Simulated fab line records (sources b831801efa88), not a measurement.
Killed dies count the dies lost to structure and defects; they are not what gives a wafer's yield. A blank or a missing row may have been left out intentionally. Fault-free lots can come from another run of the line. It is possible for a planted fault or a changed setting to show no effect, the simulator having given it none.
Split-lot experiment | flow sfq line | on a route of 325 steps: 5 lots, 23 wafers read

== THE SPLIT ==
At SFQ_TRILAYER_JJ_TRILAYER_DEP_SPUTTER_110 (material Al, target thk 8 nm, time 10 s), the setting time s was moved away from the recipe's 10 s on 8 of the 23 wafers read, by -14.6% to +11.8%. This setting was run at the recipe's value on the other wafers.

The split's own step is where the reading is taken.

== THE READING ==
Al_of_TRILAYER_JJ_TRILAYER_DEP_SPUTTER_110.thk nm (the simulator's own value, which no gauge read), in nm, at SFQ_TRILAYER_JJ_TRILAYER_DEP_SPUTTER_110 (material Al, target thk 8 nm, time 10 s). There is no usual value for it anywhere in the file. Average 8.121 nm, standard deviation 0.13 nm, over the 15 wafers here run with the recipe.

wafer  | tool, chamber at the split | time s as run, s | against the recipe | Al_of_TRILAYER_JJ_TRILAYER_DEP_SPUTTER_110.thk nm, nm | against lot-mates on the recipe
L079.2 | pvd sputter-03, -          | 10               | recipe             | 8.225                                                 | -
L079.3 | pvd sputter-03, -          | 10               | recipe             | 8.277                                                 | -
L079.4 | pvd sputter-03, -          | 10               | recipe             | 8.304                                                 | -
L079.5 | pvd sputter-03, -          | 10               | recipe             | 8.221                                                 | -
L079.6 | pvd sputter-03, -          | 10               | recipe             | 8.339                                                 | -
L081.3 | pvd sputter-04, -          | 10               | recipe             | 8.024                                                 | -
L081.5 | pvd sputter-04, -          | 10               | recipe             | 7.937                                                 | -
L081.6 | pvd sputter-04, -          | 10               | recipe             | 8.107                                                 | -
L083.1 | pvd sputter-04, -          | 8.543            | -14.6%             | 6.935                                                 | -1.108
L083.2 | pvd sputter-04, -          | 10               | recipe             | 7.925                                                 | -
L083.4 | pvd sputter-04, -          | 10               | recipe             | 8.046                                                 | -
L083.5 | pvd sputter-04, -          | 10               | recipe             | 8.159                                                 | -
L083.6 | pvd sputter-04, -          | 8.543            | -14.6%             | 6.808                                                 | -1.235
L084.1 | pvd sputter-06, -          | 10               | recipe             | 8.052                                                 | -
L084.2 | pvd sputter-06, -          | 9.031            | -9.7%              | 7.317                                                 | -0.779
L084.3 | pvd sputter-06, -          | 9.031            | -9.7%              | 7.358                                                 | -0.738
L084.4 | pvd sputter-06, -          | 10               | recipe             | 8.14                                                  | -
L084.6 | pvd sputter-06, -          | 9.031            | -9.7%              | 7.147                                                 | -0.949
L085.1 | pvd sputter-04, -          | 10               | recipe             | 7.933                                                 | -
L085.2 | pvd sputter-04, -          | 11.18            | +11.8%             | 9.105                                                 | +1.073
L085.3 | pvd sputter-04, -          | 11.18            | +11.8%             | 9.016                                                 | +0.984
L085.4 | pvd sputter-04, -          | 10               | recipe             | 8.131                                                 | -
L085.5 | pvd sputter-04, -          | 11.18            | +11.8%             | 9.132                                                 | +1.100

THE FIT
A straight line over all 23 wafers: Al_of_TRILAYER_JJ_TRILAYER_DEP_SPUTTER_110.thk nm changes by +0.0844 nm for each +1% of time s; r = +0.98; the points scatter about the line by 0.12 nm.
The same after taking each lot's own level away (the mean of its wafers on the recipe; 23 wafers): +0.085 nm for each +1%; r = +0.99; scatter 0.078 nm.
That fit puts the effect of the largest move of time s on the reading at 1.2 nm.
The lots' own levels span 8.0227 to 8.2732 nm, that is 1.9 times the standard deviation above.
The two slopes agree, so the slope changes little with the lot-to-lot level.
Check: -1.26 nm against its lot-mates is what the line predicts for one of the wafers moved furthest among these (-14.6%) when that wafer is left out of the fit. It came out at -1.11 nm against them.

== THE OTHER SPLITS THESE WAFERS WENT THROUGH ==
Note: prior to the reading, these wafers also went through further splits. Each is held against what the fit with the lots' levels taken away leaves over:
other split on the same wafers                            | wafers away from the commonest value | r with Al_of_TRILAYER_JJ_TRILAYER_DEP_SPUTTER_110.thk nm (lot level and that fit taken away)
SFQ_TRILAYER_I1_VIA_LITHO_COAT_049 resist thk nm          | 11                                   | +0.23
SFQ_TRILAYER_M2_LITHO_COAT_062 spin rpm                   | 5                                    | +0.05
SFQ_TRILAYER_M2_BARC_OPEN_METAL_ETCH_077 time s           | 9                                    | -0.19
SFQ_TRILAYER_I2_VIA_LITHO_COAT_067 resist thk nm          | 5                                    | +0.07
SFQ_TRILAYER_I2_VIA_ETCH_VIA_ETCH_070 source w            | 5                                    | -0.05
SFQ_TRILAYER_I3_CMP_CMP_082 leave above ref nm            | 11                                   | +0.01
SFQ_TRILAYER_I3_VIA_LITHO_EXPOSE_086 dose mj              | 7                                    | +0.05
SFQ_TRILAYER_I3_VIA_BARC_OPEN_VIA_ETCH_121 pressure mtorr | 18                                   | +0.02
SFQ_TRILAYER_M4_LITHO_COAT_098 spin rpm                   | 10                                   | +0.20
SFQ_TRILAYER_M4_BARC_OPEN_METAL_ETCH_123 icp w            | 9                                    | +0.19
SFQ_TRILAYER_I4_VIA_LITHO_COAT_103 spin rpm               | 6                                    | +0.06

== THE FILE'S OWN FIT ==
Al_of_TRILAYER_JJ_TRILAYER_DEP_SPUTTER_110.thk nm changes by +0.0841 nm for each +1% of time s, r = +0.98.
